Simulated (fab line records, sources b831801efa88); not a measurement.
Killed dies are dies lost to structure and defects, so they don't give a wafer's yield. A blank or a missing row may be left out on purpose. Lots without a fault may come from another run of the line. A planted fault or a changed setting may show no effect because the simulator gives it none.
fab line records | flow sky130
record lots=14 wafers=42 last_day=50
route steps=708 shown GATE_OXIDE@189 LDD_N@249
lots that met no fault: from a run of the same line without faults
start_h: hours from the record's first day to the start of the lot's first wafer shown | wait_h: hours since the lot's step before | " the same as in the row above | L1.1+2: a row that stands for several wafers | - no value, or no start given | * or withheld: withheld | < > ~ a bound
route shown NAME@n: a module of which the file shows steps, and the number in the route of the first | usual: mean/standard deviation of fault-free wafers | same: alike in all rows | chamber/n: place in a boat | sites: the reading at each site | _std_site: their standard deviation | _edge_site: outer sites' mean less inner sites' | radius_mm: how far each site lies from the wafer's centre | mask NAME#n: copy n | behind: the tool/chamber that last shaped the wafer | hold: why the lot was held/for how many hours/how that ended | device: the transistor (n, p or np) that didn't switch | end of line: the same wafers' tests at the end of the route | a step without rows: its recipe alone | killed: dies lost to structure and defects at the first sort, not the wafer's yield | map: a wafer's dies, x killed, . not, _ none there
set.NAME: the setting as run; set.NAME@STEP: as run at that earlier step | model.NAME: the simulator's own value behind a step, which no gauge read
steps of the route over a sample of lots; a table a step, a row a wafer
services: from which hour (start_h, from the record's first day; less than 0 if before it) a tool's chamber was out of use, for how many hours, and why
## steps
# step SKY_GATE_OXIDE_THK_MEAS_02
# recipe reads=SiO2_of_GATE_OXIDE_OXIDATION_01
# usual GATE_OXIDE_OXIDATION_00_THK=10.34/0.19
# columns lot.wafer tool chamber start_h wait_h GATE_OXIDE_OXIDATION_00_THK[nm]
L259.2 film_metro-02 - 275.31 0.0 10.33
L259.3 " - " " 10.52
L259.6 " - " " 10.26
L262.1 film_metro-04 - 308.04 0.0 10.12
L262.4 " - " " 10.30
L262.5 " - " " 10.49
L263.3 film_metro-03 - 313.83 0.0 10.65
L263.4 " - " " 10.60
L263.6 " - " " 10.65
L264.1 film_metro-04 - 322.95 0.0 10.08
L264.5 " - " " 10.23
L264.6 " - " " 9.92
L271.1 film_metro-03 - 384.56 0.0 10.67
L271.2 " - " " 10.58
L271.4 " - " " 10.48
L272.2 film_metro-04 - 389.11 0.0 10.12
L272.4 " - " " 10.18
L272.6 " - " " 10.18
L275.1 film_metro-03 - 424.97 0.0 10.07
L275.3 " - " " 10.12
L275.5 " - " " 9.92
L276.4 film_metro-02 - 430.44 0.0 10.21
L276.5 " - " " 10.25
L276.6 " - " " 10.26
L278.1 film_metro-02 - 439.24 0.1 10.54
L278.3 " - " " 10.28
L278.5 " - " " 10.41
L277.2 film_metro-02 - 439.35 0.0 10.30
L277.3 " - " " 10.45
L277.5 " - " " 10.37
L279.3 film_metro-03 - 452.18 0.0 10.31
L279.4 " - " " 10.09
L279.6 " - " " 10.22
L280.2 film_metro-03 - 461.27 0.0 10.52
L280.3 " - " " 10.35
L280.5 " - " " 10.48
L281.2 film_metro-03 - 463.22 0.0 10.35
L281.3 " - " " 10.51
L281.5 " - " " 10.49
L282.2 film_metro-03 - 473.54 0.0 10.23
L282.3 " - " " 10.12
L282.4 " - " " 10.06
# step SKY_GATE_OXIDE_OVL_MEAS_10
# usual GATE_OXIDE_OVL=-0.5/1.2
# columns lot.wafer tool chamber start_h wait_h GATE_OXIDE_OVL[nm]
L259.2 overlay-01 - 301.52 0.1 2.8
L259.3 " - " " 2.5
L259.6 " - " " 0.7
L262.1 overlay-02 - 334.90 0.1 -2.7
L262.4 " - " " -0.5
L262.5 " - " " -1.4
L263.3 overlay-01 - 339.76 0.1 1.9
L263.4 " - " " -1.0
L263.6 " - " " -0.3
L264.1 overlay-02 - 349.20 0.1 -0.4
L264.5 " - " " 0.0
L264.6 " - " " 0.6
L271.1 overlay-01 - 413.95 0.1 -1.2
L271.2 " - " " -2.1
L271.4 " - " " -2.9
L272.2 overlay-01 - 418.54 0.1 -2.6
L272.4 " - " " 0.5
L272.6 " - " " -3.0
L275.1 overlay-02 - 454.97 0.1 1.9
L275.3 " - " " 0.8
L275.5 " - " " 0.0
L276.4 overlay-02 - 462.05 0.1 -0.2
L276.5 " - " " -1.8
L276.6 " - " " -0.8
L278.1 overlay-01 - 469.78 0.1 -0.5
L278.3 " - " " 0.1
L278.5 " - " " -0.1
L277.2 overlay-02 - 470.09 0.1 -0.8
L277.3 " - " " -2.3
L277.5 " - " " -0.8
L279.3 overlay-02 - 483.31 0.1 0.0
L279.4 " - " " 0.9
L279.6 " - " " 2.4
L280.2 overlay-01 - 491.74 0.1 -1.2
L280.3 " - " " -1.1
L280.5 " - " " 0.2
L281.2 overlay-01 - 494.32 0.1 -3.3
L281.3 " - " " -2.7
L281.5 " - " " -1.4
L282.2 overlay-01 - 503.44 0.1 0.1
L282.3 " - " " -1.1
L282.4 " - " " -1.6
# step SKY_GATE_OXIDE_STRIP_13
# recipe chemistry=O2/N2 power_w=1400 pressure_mtorr=1500 platen_temp_c=withheld o2_flow_sccm=3000 n2_flow_sccm=300 overash_fraction=0.5
# usual drypump_motor_current_A=5.4/0.41 oes_product_au=0.715/0.0045 strip_time_to_endpoint_s=14.21/0.038
# columns lot.wafer tool chamber start_h wait_h drypump_motor_current_A oes_product_au rf_hours_counter_h strip_time_to_endpoint_s
L259.2 plasma_asher-01 1 301.80 0.0 5.4 0.715 56 14.23
L259.3 " 1 " " 5.4 0.724 - 14.25
L259.6 " 0 " " 6.1 0.714 - 14.24
L262.1 plasma_asher-04 1 335.19 0.0 5.1 0.712 20 14.21
L262.4 " 0 " " 5.1 0.703 - 14.24
L262.5 " 0 " " 5.1 0.717 - 14.22
L263.3 plasma_asher-01 0 340.07 0.0 6.1 0.715 - 14.28
L263.4 " 1 " " 5.4 0.714 - 14.28
L263.6 " 1 " " 5.4 0.719 - 14.28
L264.1 plasma_asher-04 0 349.49 0.0 5.1 0.712 21 14.20
L264.5 " 1 " " 5.1 0.722 - 14.20
L264.6 " 0 " " 5.1 0.714 - 14.18
L271.1 plasma_asher-04 0 414.23 0.0 5.1 0.723 27 14.21
L271.2 " 1 " " 5.1 0.721 27 14.22
L271.4 " 0 " " 5.1 0.712 - 14.24
L272.2 plasma_asher-03 0 418.82 0.0 5.0 0.717 61 14.23
L272.4 " 1 " " 5.8 0.716 - 14.23
L272.6 " 0 " " 5.0 0.717 - 14.21
L275.1 plasma_asher-04 1 455.25 0.0 5.1 0.715 32 14.21
L275.3 " 0 " " 5.1 0.720 - 14.27
L275.5 " 0 " " 5.1 0.716 - 14.27
L276.4 plasma_asher-04 1 462.36 0.0 5.1 0.715 - 14.16
L276.5 " 1 " " 5.1 0.717 - 14.20
L276.6 " 0 " " 5.1 0.711 - 14.22
L278.1 plasma_asher-01 0 470.08 0.0 6.1 0.717 74 14.30
L278.3 " 0 " " 6.1 0.709 - 14.24
L278.5 " 0 " " 6.1 0.715 - 14.23
L277.2 plasma_asher-04 0 470.37 0.0 5.1 0.705 33 14.26
L277.3 " 0 " " 5.1 0.708 - 14.23
L277.5 " 1 " " 5.1 0.718 - 14.21
L279.3 plasma_asher-03 1 483.62 0.0 5.8 0.710 - 14.26
L279.4 " 0 " " 5.0 0.710 - 14.23
L279.6 " 0 " " 5.0 0.711 - 14.20
L280.2 plasma_asher-03 1 492.03 0.0 5.8 0.719 68 14.19
L280.3 " 1 " " 5.9 0.717 - 14.18
L280.5 " 0 " " 5.0 0.718 - 14.24
L281.2 plasma_asher-04 0 494.61 0.0 5.1 0.715 35 14.16
L281.3 " 1 " " 5.1 0.718 - 14.21
L281.5 " 0 " " 5.1 0.717 - 14.20
L282.2 plasma_asher-01 0 503.72 0.0 6.1 0.713 77 14.20
L282.3 " 1 " " 5.4 0.721 - 14.15
L282.4 " 0 " " 6.1 0.713 - 14.18
# step SKY_LDD_N_IMPLANT_12
# recipe species=BF2 energy_kev=50 dose_cm2=5e+12 tilt_deg=30 rotation_deg=0
# usual beam_energy_keV=49.999/0.015 beam_on_s=9.98/0.21
# columns lot.wafer tool chamber start_h wait_h beam_energy_keV beam_on_s
L259.2 implanter-02 0 394.53 0.1 49.983 9.53
L259.3 " 0 " " 49.980 10.32
L259.6 " 0 " " 50.012 9.57
L262.1 implanter-02 0 431.86 0.1 49.987 9.90
L262.4 " 0 " " 50.015 9.99
L262.5 " 0 " " 50.023 10.31
L263.3 implanter-01 0 437.85 0.1 50.008 9.87
L263.4 " 0 " " 49.977 9.95
L263.6 " 0 " " 49.985 9.69
L264.1 implanter-01 0 445.00 0.1 50.006 9.63
L264.5 " 0 " " 50.010 9.69
L264.6 " 0 " " 49.999 9.75
L271.1 implanter-03 - 515.12 0.1 - -
L271.2 " - " " - -
L271.4 " - " " - -
L272.2 implanter-01 - 518.73 0.1 - -
L272.4 " - " " - -
L272.6 " - " " - -
L275.1 implanter-03 0 553.21 0.1 50.001 10.09
L275.3 " 0 " " 50.008 10.08
L275.5 " 0 " " 49.999 10.34
L276.4 implanter-03 0 575.33 0.1 49.994 10.22
L276.5 " 0 " " 49.982 10.20
L276.6 " 0 " " 49.989 9.88
L278.1 implanter-01 0 576.21 0.1 49.995 9.86
L278.3 " 0 " " 49.984 9.93
L278.5 " 0 " " 49.996 9.98
L277.2 implanter-03 0 576.98 0.1 49.992 10.00
L277.3 " 0 " " 49.998 9.93
L277.5 " 0 " " 49.990 10.09
L279.3 implanter-03 0 580.17 0.1 50.012 9.76
L279.4 " 0 " " 50.011 10.10
L279.6 " 0 " " 50.013 10.19
L280.2 implanter-01 0 589.49 0.1 49.979 9.85
L280.3 " 0 " " 50.001 9.80
L280.5 " 0 " " 49.991 10.02
L281.2 implanter-03 0 590.18 0.1 50.010 9.76
L281.3 " 0 " " 50.003 9.64
L281.5 " 0 " " 49.999 10.15
L282.2 implanter-03 0 600.89 0.1 49.985 10.05
L282.3 " 0 " " 49.998 10.14
L282.4 " 0 " " 49.994 9.54
## services
# columns tool chamber start_h hours kind
plasma_asher-04 - 277.87 0.9 repair
plasma_asher-04 - 278.74 14.6 pm
plasma_asher-01 - 283.13 2.8 pm
plasma_asher-04 - 328.04 3.7 repair
plasma_asher-04 - 378.68 2.8 pm
implanter-03 - 380.59 100.3 pm
implanter-01 - 409.84 1.1 repair
implanter-01 - 454.96 3.6 pm
implanter-01 - 474.94 5.0 repair
implanter-02 - 478.25 13.6 repair
implanter-02 - 497.63 116.3 pm
plasma_asher-03 - 501.87 4.3 repair
implanter-01 - 527.62 1.9 repair
plasma_asher-04 - 530.05 0.4 repair
implanter-01 - 535.82 6.0 pm
implanter-03 - 541.86 3.9 pm
implanter-03 - 546.32 1.6 repair
implanter-03 - 559.10 6.6 repair
implanter-01 - 564.17 3.5 repair
plasma_asher-04 - 572.29 35.1 repair
plasma_asher-04 - 579.90 4.8 repair
implanter-01 - 598.78 2.0 repair
## key
first_sign step=SKY_LDD_N_IMPLANT_12 reading=tool_record direction=missing
effect none on later readings
met_at SKY_LDD_N_IMPLANT_12
struck_lots L271,L272
later_rows_left_out L271.1,L271.2,L271.4,L272.2,L272.4,L272.6
sort_left_out L271.1,L271.2,L271.4,L272.2,L272.4,L272.6
tester_left_out L271,L272
not_acting_at SKY_GATE_OXIDE_THK_MEAS_02,SKY_GATE_OXIDE_OVL_MEAS_10,SKY_GATE_OXIDE_STRIP_13
onset_between 445.00 515.12
fault kind=skipped_step_whole tool=implanter-01,implanter-03 chamber=- onset_h=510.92 steps=SKY_LDD_N_IMPLANT_12 scope=struck_lots_only
# tester_left_out: of these lots the tester's yield and bins aren't shown, on N5 and GAA mostly nor the transistor test; their killed dies are dies lost to structure and defects alone, not to doping, threshold or leakage, so they don't give the yield
# sort_left_out: the simulated sort isn't trusted on such a fault, so these wafers' sort isn't shown, and their yield isn't known
# later_rows_left_out: the simulator's readings of these wafers behind a module that went badly wrong aren't trusted and aren't shown, but for the sort
